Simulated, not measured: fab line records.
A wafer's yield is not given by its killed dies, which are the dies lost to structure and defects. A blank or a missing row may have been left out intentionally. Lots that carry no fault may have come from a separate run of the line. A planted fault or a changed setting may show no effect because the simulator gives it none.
Which tool is to blame? || flow gf180mcu || 14 lots with 42 wafers sampled at 4 steps, on a route of 602 steps

## WHAT THE GAUGES SHOWED, per wafer
GF_VT_IMPLANT_OVL_MEAS_29.
{"lot": "L146", "measured": "day 6 20:02", "on": "overlay-02", "VT_IMPLANT_02_OVL (nm)": "0.4 0.0 -0.5"}
{"lot": "L148", "measured": "day 7 13:09", "on": "overlay-02", "VT_IMPLANT_02_OVL (nm)": "1.5 0.8 0.4"}
{"lot": "L150", "measured": "day 7 22:13", "on": "overlay-01", "VT_IMPLANT_02_OVL (nm)": "3.0 1.8 2.7"}
{"lot": "L151", "measured": "day 8 03:25", "on": "overlay-01", "VT_IMPLANT_02_OVL (nm)": "1.6 1.6 2.2"}
{"lot": "L152", "measured": "day 8 12:53", "on": "overlay-01", "VT_IMPLANT_02_OVL (nm)": "0.8 1.0 2.8"}
{"lot": "L156", "measured": "day 9 13:55", "on": "overlay-01", "VT_IMPLANT_02_OVL (nm)": "0.1 -0.2 0.2"}
{"lot": "L158", "measured": "day 10 02:43", "on": "overlay-01", "VT_IMPLANT_02_OVL (nm)": "0.4 -0.1 0.5"}
{"lot": "L160", "measured": "day 10 17:54", "on": "overlay-02", "VT_IMPLANT_02_OVL (nm)": "-0.1 0.7 0.4"}
{"lot": "L161", "measured": "day 10 22:04", "on": "overlay-02", "VT_IMPLANT_02_OVL (nm)": "0.0 -1.0 -1.8"}
{"lot": "L162", "measured": "day 11 04:31", "on": "overlay-02", "VT_IMPLANT_02_OVL (nm)": "-0.7 -0.4 -1.5"}
{"lot": "L163", "measured": "day 11 11:38", "on": "overlay-02", "VT_IMPLANT_02_OVL (nm)": "-0.7 -0.2 -1.1"}
{"lot": "L164", "measured": "day 11 17:37", "on": "overlay-01", "VT_IMPLANT_02_OVL (nm)": "4.9 3.5 2.6"}
{"lot": "L165", "measured": "day 11 23:12", "on": "overlay-01", "VT_IMPLANT_02_OVL (nm)": "-2.0 0.9 0.0"}
{"lot": "L167", "measured": "day 12 12:28", "on": "overlay-01", "VT_IMPLANT_02_OVL (nm)": "-1.0 0.3 1.7"}

GF_HV_LDD_CD_MEAS_07: target cd 400 nm.
{"lot": "L146", "measured": "day 10 07:33", "on": "cd_sem-02", "cd_nm (nm)": "395.8 398.1 396.7"}
{"lot": "L148", "measured": "day 11 05:41", "on": "cd_sem-02", "cd_nm (nm)": "400.1 399.1 399.1"}
{"lot": "L156", "measured": "day 12 22:44", "on": "cd_sem-02", "cd_nm (nm)": "402.0 402.4 401.2"}
{"lot": "L158", "measured": "day 13 14:08", "on": "cd_sem-02", "cd_nm (nm)": "400.1 402.1 401.1"}
{"lot": "L160", "measured": "day 14 09:41", "on": "cd_sem-02", "cd_nm (nm)": "404.8 407.0 403.7"}
{"lot": "L161", "measured": "day 14 13:07", "on": "cd_sem-01", "cd_nm (nm)": "400.4 399.8 399.2"}
{"lot": "L162", "measured": "day 14 20:10", "on": "cd_sem-01", "cd_nm (nm)": "401.9 405.3 402.6"}
{"lot": "L163", "measured": "day 15 04:26", "on": "cd_sem-01", "cd_nm (nm)": "397.6 394.8 395.0"}
{"lot": "L164", "measured": "day 15 12:45", "on": "cd_sem-02", "cd_nm (nm)": "396.6 398.1 398.3"}
{"lot": "L165", "measured": "day 15 19:41", "on": "cd_sem-02", "cd_nm (nm)": "403.2 400.7 400.1"}
{"lot": "L167", "measured": "day 16 13:02", "on": "cd_sem-01", "cd_nm (nm)": "399.2 400.3 398.7"}

## WHAT TOOL EACH LOT RAN ON (gives the tool, then ch and the chambers of the sampled wafers, and finally the start)
{"lot": "L146", "GF_DUAL_GATE_WET_ETCH_12": "wet_bench-04 ch 0, day 8 07:38", "GF_POLY_GATE_ETCH_12": "rie_diel-02 ch 1,2, day 9 03:32"}
{"lot": "L148", "GF_DUAL_GATE_WET_ETCH_12": "wet_bench-01 ch 2, day 9 00:35", "GF_POLY_GATE_ETCH_12": "rie_diel-01 ch 0,2, day 10 08:23"}
{"lot": "L150", "GF_DUAL_GATE_WET_ETCH_12": "wet_bench-01 ch 1, day 9 09:50", "GF_POLY_GATE_ETCH_12": "-"}
{"lot": "L151", "GF_DUAL_GATE_WET_ETCH_12": "wet_bench-01 ch 1, day 10 03:52", "GF_POLY_GATE_ETCH_12": "-"}
{"lot": "L152", "GF_DUAL_GATE_WET_ETCH_12": "wet_bench-02 ch 3, day 10 03:56", "GF_POLY_GATE_ETCH_12": "-"}
{"lot": "L156", "GF_DUAL_GATE_WET_ETCH_12": "wet_bench-04 ch 0, day 11 03:04", "GF_POLY_GATE_ETCH_12": "rie_diel-01 ch 0,2,3, day 12 00:59"}
{"lot": "L158", "GF_DUAL_GATE_WET_ETCH_12": "wet_bench-01 ch 3, day 11 18:07", "GF_POLY_GATE_ETCH_12": "rie_diel-01 ch 0,1,3, day 12 17:10"}
{"lot": "L160", "GF_DUAL_GATE_WET_ETCH_12": "wet_bench-01 ch 2, day 12 12:10", "GF_POLY_GATE_ETCH_12": "rie_diel-02 ch 0,1,3, day 13 11:49"}
{"lot": "L161", "GF_DUAL_GATE_WET_ETCH_12": "wet_bench-04 ch 1, day 12 13:46", "GF_POLY_GATE_ETCH_12": "rie_diel-04 ch 0,1,3, day 13 13:04"}
{"lot": "L162", "GF_DUAL_GATE_WET_ETCH_12": "wet_bench-02 ch 3, day 12 21:10", "GF_POLY_GATE_ETCH_12": "rie_diel-01 ch 0,2, day 13 21:32"}
{"lot": "L163", "GF_DUAL_GATE_WET_ETCH_12": "wet_bench-04 ch 1, day 13 04:41", "GF_POLY_GATE_ETCH_12": "rie_diel-02 ch 0,1,2, day 14 04:38"}
{"lot": "L164", "GF_DUAL_GATE_WET_ETCH_12": "wet_bench-01 ch 3, day 13 11:58", "GF_POLY_GATE_ETCH_12": "rie_diel-02 ch 1,2, day 14 13:43"}
{"lot": "L165", "GF_DUAL_GATE_WET_ETCH_12": "wet_bench-01 ch 1, day 13 18:13", "GF_POLY_GATE_ETCH_12": "rie_diel-01 ch 0,2, day 14 19:49"}
{"lot": "L167", "GF_DUAL_GATE_WET_ETCH_12": "wet_bench-02 ch 2, day 14 08:07", "GF_POLY_GATE_ETCH_12": "rie_diel-02 ch 1,2,3, day 15 09:31"}
- GF_DUAL_GATE_WET_ETCH_12: etches SiO2 in dHF, target depth 13 nm, time 260 s.
- GF_POLY_GATE_ETCH_12: etches BARC in N2/H2.

## WHAT THE TOOLS THEMSELVES READ (means of the sampled wafers that have a number; where no wafer has one, the mark that the record gives instead)
GF_DUAL_GATE_WET_ETCH_12.
{"lot": "L146", "tool": "wet_bench-04", "bath_heat_duty_pct (%)": 6.4, "run_length_s (s)": 284}
{"lot": "L148", "tool": "wet_bench-01", "bath_heat_duty_pct (%)": 6.2, "run_length_s (s)": 293}
{"lot": "L150", "tool": "wet_bench-01", "bath_heat_duty_pct (%)": "-", "run_length_s (s)": "-"}
{"lot": "L151", "tool": "wet_bench-01", "bath_heat_duty_pct (%)": "-", "run_length_s (s)": "-"}
{"lot": "L152", "tool": "wet_bench-02", "bath_heat_duty_pct (%)": "-", "run_length_s (s)": "-"}
{"lot": "L156", "tool": "wet_bench-04", "bath_heat_duty_pct (%)": 6.1, "run_length_s (s)": 291}
{"lot": "L158", "tool": "wet_bench-01", "bath_heat_duty_pct (%)": 5.3, "run_length_s (s)": 285}
{"lot": "L160", "tool": "wet_bench-01", "bath_heat_duty_pct (%)": 6.4, "run_length_s (s)": 287}
{"lot": "L161", "tool": "wet_bench-04", "bath_heat_duty_pct (%)": 6.7, "run_length_s (s)": 286}
{"lot": "L162", "tool": "wet_bench-02", "bath_heat_duty_pct (%)": 5.4, "run_length_s (s)": 295}
{"lot": "L163", "tool": "wet_bench-04", "bath_heat_duty_pct (%)": 6.7, "run_length_s (s)": 285}
{"lot": "L164", "tool": "wet_bench-01", "bath_heat_duty_pct (%)": 5.5, "run_length_s (s)": 286}
{"lot": "L165", "tool": "wet_bench-01", "bath_heat_duty_pct (%)": 6.3, "run_length_s (s)": 287}
{"lot": "L167", "tool": "wet_bench-02", "bath_heat_duty_pct (%)": 5.8, "run_length_s (s)": 286}

GF_POLY_GATE_ETCH_12.
{"lot": "L146", "tool": "rie_diel-02", "bias_w (W)": 100.5, "chamber_pressure_mTorr (mTorr)": 30.009, "drypump_motor_current_A (A)": 5.8, "oes_product_au (a.u.)": 0.741, "throttle_valve_pct (%)": 13.215}
{"lot": "L148", "tool": "rie_diel-01", "bias_w (W)": 100.1, "chamber_pressure_mTorr (mTorr)": 29.996, "drypump_motor_current_A (A)": 5.9, "oes_product_au (a.u.)": 0.735, "throttle_valve_pct (%)": 13.216}
{"lot": "L156", "tool": "rie_diel-01", "bias_w (W)": 100.2, "chamber_pressure_mTorr (mTorr)": 30.033, "drypump_motor_current_A (A)": 5.9, "oes_product_au (a.u.)": 0.736, "throttle_valve_pct (%)": 13.208}
{"lot": "L158", "tool": "rie_diel-01", "bias_w (W)": 99.9, "chamber_pressure_mTorr (mTorr)": 30.024, "drypump_motor_current_A (A)": 5.5, "oes_product_au (a.u.)": 0.737, "throttle_valve_pct (%)": 13.208}
{"lot": "L160", "tool": "rie_diel-02", "bias_w (W)": 100.0, "chamber_pressure_mTorr (mTorr)": 30.019, "drypump_motor_current_A (A)": 5.6, "oes_product_au (a.u.)": 0.737, "throttle_valve_pct (%)": 13.214}
{"lot": "L161", "tool": "rie_diel-04", "bias_w (W)": 100.1, "chamber_pressure_mTorr (mTorr)": 29.976, "drypump_motor_current_A (A)": 5.9, "oes_product_au (a.u.)": 0.736, "throttle_valve_pct (%)": 13.215}
{"lot": "L162", "tool": "rie_diel-01", "bias_w (W)": 99.9, "chamber_pressure_mTorr (mTorr)": 30.000, "drypump_motor_current_A (A)": 5.9, "oes_product_au (a.u.)": 0.735, "throttle_valve_pct (%)": 13.215}
{"lot": "L163", "tool": "rie_diel-02", "bias_w (W)": 100.0, "chamber_pressure_mTorr (mTorr)": 29.996, "drypump_motor_current_A (A)": 5.8, "oes_product_au (a.u.)": 0.734, "throttle_valve_pct (%)": 13.220}
{"lot": "L164", "tool": "rie_diel-02", "bias_w (W)": 100.0, "chamber_pressure_mTorr (mTorr)": 29.974, "drypump_motor_current_A (A)": 5.8, "oes_product_au (a.u.)": 0.736, "throttle_valve_pct (%)": 13.221}
{"lot": "L165", "tool": "rie_diel-01", "bias_w (W)": 99.9, "chamber_pressure_mTorr (mTorr)": 30.027, "drypump_motor_current_A (A)": 6.0, "oes_product_au (a.u.)": 0.734, "throttle_valve_pct (%)": 13.210}
{"lot": "L167", "tool": "rie_diel-02", "bias_w (W)": 100.0, "chamber_pressure_mTorr (mTorr)": 30.023, "drypump_motor_current_A (A)": 5.6, "oes_product_au (a.u.)": 0.734, "throttle_valve_pct (%)": 13.225}

## THE ANSWER, worked out from the rows above alone
Rule: the usual values come from the lots themselves. The widest of any qualifying gaps counts: lots, ordered by their means at a reading, are off when they make up no more than a third of the lots, leave a main group of 4 or more, and stand apart from it by 3 or more times the standard deviation of that group's means. A main group whose means are all the same, to the digits that the tables above print for the reading, isn't used. A lot without any number at a reading at which 4 lots or more have one is off too. All remaining lots with rows at the step are treated as sound. After the gauges, taken in route order, come the tools' own readings; for these a lot's mean is taken, as printed above. At the first step where some lot is off, the reading lying furthest off is the one used; lots without a number count as furthest.
Off at GF_DUAL_GATE_WET_ETCH_12 (bath_heat_duty_pct): L150, L151, L152. Without a number there: L150, L151, L152. For the main group the mean is 6.1 % and the standard deviation 0.48.
If a tool, at that step or one of the process steps before it, ran each lot that is off and ran no sound lot following the first of them, it fits. Not one of the candidates tried fits.

## WHAT HAD BEEN PUT IN BY THE SIMULATOR
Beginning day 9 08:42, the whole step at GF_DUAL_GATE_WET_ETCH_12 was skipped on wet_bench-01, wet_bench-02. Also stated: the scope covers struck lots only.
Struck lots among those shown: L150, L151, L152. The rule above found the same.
